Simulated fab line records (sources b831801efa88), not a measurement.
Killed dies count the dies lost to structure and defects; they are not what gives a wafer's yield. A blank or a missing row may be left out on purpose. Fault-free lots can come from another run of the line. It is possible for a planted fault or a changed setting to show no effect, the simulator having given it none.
Chamber matching    flow sky130    SKY_VIA2_ETCH_14 on rieDiel-01 has 4 sister chambers
The step etches BARC in N2/H2, stops on SiO2, time 45.9 s, target depth 60 nm. 4 wafers are shown with their chamber, then 9 later ones without.

## WAFERS PAIRED WITH THEIR CHAMBERS
wafer   chamber  n2FlowSccm (sccm)
L085.6  2        99.9
L088.1  0        100.1
L088.2  1        100.1
L088.3  3        100.2

## WAFERS MISSING THEIR CHAMBER
wafer   n2FlowSccm (sccm)
L090.2  99.3
L090.4  100.4
L090.5  99.9
L096.2  99.8
L096.3  100.1
L096.6  100.0
L097.2  99.6
L097.3  100.1
L097.5  100.2

## THE CHAMBER EACH PASSED THROUGH
wafer   from the rows above                in truth
L090.2  can't be placed: 2 or 0 or 1 or 3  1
L090.4  can't be placed: 3 or 0 or 1 or 2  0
L090.5  can't be placed: 2 or 0 or 1 or 3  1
L096.2  can't be placed: 2 or 0 or 1 or 3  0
L096.3  can't be placed: 0 or 1 or 3 or 2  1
L096.6  can't be placed: 0 or 1 or 2 or 3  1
L097.2  can't be placed: 2 or 0 or 1 or 3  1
L097.3  can't be placed: 0 or 1 or 3 or 2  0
L097.5  can't be placed: 3 or 0 or 1 or 2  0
Placed correctly: 0 of 9. These rows do not allow placing 9 (true chamber among the candidates in 9). Placed wrongly: 0.
How it was worked out, from the rows above alone: a wafer's distance from a chamber is the root of the sum, over the readings, of the square of ((its reading less the chamber's mean) divided by the reading's scatter). The wafer belongs to the nearest chamber; if the next one is less than 2 further off, it can't be placed. For every chamber, the mean is computed from those of its wafers that are shown. The scatter: root of mean squared gap, hidden wafer to nearest shown wafer, with one shown wafer a chamber.
